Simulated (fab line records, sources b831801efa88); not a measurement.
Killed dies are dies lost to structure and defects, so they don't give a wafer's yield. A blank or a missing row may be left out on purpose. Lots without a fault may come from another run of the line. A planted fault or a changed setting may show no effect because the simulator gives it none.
Which tool did it? | flow sky130 | 13 lots, 39 wafers sampled, at 4 steps of a route of 708

WHAT THE GAUGES READ, wafer by wafer
SKY_SONOS_ONO_OVL_MEAS_14.
lot  | measured     | on         | SONOS_ONO_OVL (nm)
L528 | day 12 16:47 | overlay-01 | -1.4 0.7 0.0
L530 | day 13 12:36 | overlay-01 | 0.7 0.3 -0.2
L534 | day 14 18:11 | overlay-01 | 0.8 -0.1 -2.5
L533 | day 14 19:05 | overlay-01 | -1.3 -1.3 -0.7
L539 | day 16 06:14 | overlay-01 | -0.9 -0.8 -0.6
L542 | day 17 14:35 | overlay-01 | -0.8 -3.2 -1.1
L544 | day 18 08:56 | overlay-02 | 0.5 -0.6 -0.7
L545 | day 18 12:56 | overlay-01 | -0.7 -1.5 -0.5
L546 | day 18 23:36 | overlay-01 | -0.3 -3.2 -0.1
L547 | day 19 13:35 | overlay-01 | 0.4 0.4 -1.2
L548 | day 19 23:14 | overlay-01 | 1.7 1.4 0.7
L549 | day 20 04:17 | overlay-02 | -0.7 -2.3 -1.6
L550 | day 20 13:53 | overlay-02 | -0.5 -1.5 -0.3

SKY_POLY_GATE_THK_MEAS_01.
lot  | measured     | on            | POLY_GATE_CVD_00_THK (nm)
L528 | day 14 01:51 | film_metro-03 | 179.8 179.3 180.1
L530 | day 14 19:52 | film_metro-04 | 181.1 180.9 180.9
L534 | day 16 02:48 | film_metro-04 | 182.4 182.2 182.8
L533 | day 16 05:29 | film_metro-04 | 182.6 181.1 180.2
L539 | day 17 17:26 | film_metro-02 | 182.7 182.0 182.1
L542 | day 19 04:07 | film_metro-03 | 178.4 178.6 179.7
L544 | day 20 02:15 | film_metro-04 | 178.6 179.2 177.5
L545 | day 20 02:15 | film_metro-02 | 179.0 180.2 180.3
L546 | day 20 12:56 | film_metro-03 | 182.5 181.4 183.1
L547 | day 21 04:16 | film_metro-03 | 179.6 180.1 179.1
L548 | day 21 14:40 | film_metro-04 | 181.5 180.9 182.8
L549 | day 21 17:00 | film_metro-04 | 181.5 179.7 182.9
L550 | day 22 02:47 | film_metro-02 | 182.0 182.0 181.1

SKY_LDD_LDN_OVL_MEAS_07.
lot  | measured     | on         | LDD_LDN_OVL (nm)
L528 | day 22 23:55 | overlay-02 | 2.1 2.0 1.9
L530 | day 23 16:17 | overlay-02 | 1.6 0.6 1.2
L534 | day 25 04:28 | overlay-01 | -1.8 -0.7 0.6
L533 | day 25 08:10 | overlay-01 | -2.5 0.1 0.6
L539 | day 26 17:40 | overlay-01 | -3.0 -1.8 1.3
L542 | day 28 02:22 | overlay-02 | -0.5 0.3 0.2
L544 | day 28 23:49 | overlay-02 | 0.9 2.2 3.1
L545 | day 29 00:28 | overlay-02 | 0.5 1.7 0.9
L546 | day 29 06:47 | overlay-01 | 1.3 -0.3 1.6
L547 | day 29 21:46 | overlay-02 | 4.2 2.0 2.4
L548 | day 30 07:31 | overlay-01 | 0.5 0.3 0.9
L549 | day 30 10:34 | overlay-01 | 1.7 2.2 0.6
L550 | day 30 20:37 | overlay-02 | 0.6 1.8 1.8

WHICH TOOL RAN EACH LOT (tool, then ch and the chambers of the sampled wafers, then the start)
lot  | SKY_LDD_N_STRIP_16
L528 | plasma_asher-03 ch 0,1, day 17 22:05
L530 | plasma_asher-04 ch 0,1, day 18 13:59
L534 | plasma_asher-04 ch 0,1, day 20 01:53
L533 | plasma_asher-04 ch 0,1, day 20 06:53
L539 | plasma_asher-03 ch 0,1, day 21 18:11
L542 | plasma_asher-04 ch 0,1, day 23 04:08
L544 | plasma_asher-03 ch 0,1, day 24 02:41
L545 | plasma_asher-03 ch 0,1, day 24 03:14
L546 | plasma_asher-01 ch 0,1, day 24 11:23
L547 | plasma_asher-01 ch 0,1, day 25 02:35
L548 | plasma_asher-01 ch 0,1, day 25 13:31
L549 | plasma_asher-01 ch 0,1, day 25 15:35
L550 | plasma_asher-03 ch 0,1, day 26 03:35
- SKY_LDD_N_STRIP_16: strips in O2/N2.

WHAT THE TOOLS THEMSELVES READ (means of the sampled wafers that have a number; where no wafer has one, the mark that the record gives instead)
SKY_LDD_N_STRIP_16.
lot  | tool            | drypump_motor_current_A (A) | oes_product_au (a.u.) | strip_time_to_endpoint_s (s)
L528 | plasma_asher-03 | 5.5                         | 0.406                 | 4.296
L530 | plasma_asher-04 | 5.8                         | 0.410                 | 4.324
L534 | plasma_asher-04 | 6.0                         | 0.405                 | 4.300
L533 | plasma_asher-04 | 5.8                         | 0.408                 | 4.311
L539 | plasma_asher-03 | 5.4                         | 0.406                 | 4.309
L542 | plasma_asher-04 | 5.8                         | 0.403                 | 4.301
L544 | plasma_asher-03 | 5.5                         | 0.409                 | 4.309
L545 | plasma_asher-03 | 5.5                         | 0.406                 | 4.325
L546 | plasma_asher-01 | 6.4                         | 0.407                 | 4.329
L547 | plasma_asher-01 | 6.1                         | 0.406                 | 4.328
L548 | plasma_asher-01 | 6.4                         | 0.406                 | 4.321
L549 | plasma_asher-01 | 6.5                         | 0.409                 | 4.317
L550 | plasma_asher-03 | 5.4                         | 0.405                 | 4.307

THE ANSWER, worked out from the rows above alone
Rule: what is usual is taken from the lots themselves. Put in order of their means at a reading, lots are off if they are a third of the lots or fewer, leave a main group of 4 or more, and stand apart from it by a gap of 3 or more times the standard deviation of the main group's means; of several such gaps the widest counts. A main group whose means are all the same, to the digits that the tables above print for the reading, isn't used. A lot without any number at a reading at which 4 lots or more have one is off too. The other lots that the step has rows for count as sound. The gauges are gone through in route order, then the tools' own readings, and for those a lot's mean is taken as printed above. The first step at which some lot is off is used, and at that step the reading that is off furthest; a lot without a number counts as furthest.
No lot is off at any reading shown: from this, nothing can be told.

WHAT THE SIMULATOR HAD PUT IN
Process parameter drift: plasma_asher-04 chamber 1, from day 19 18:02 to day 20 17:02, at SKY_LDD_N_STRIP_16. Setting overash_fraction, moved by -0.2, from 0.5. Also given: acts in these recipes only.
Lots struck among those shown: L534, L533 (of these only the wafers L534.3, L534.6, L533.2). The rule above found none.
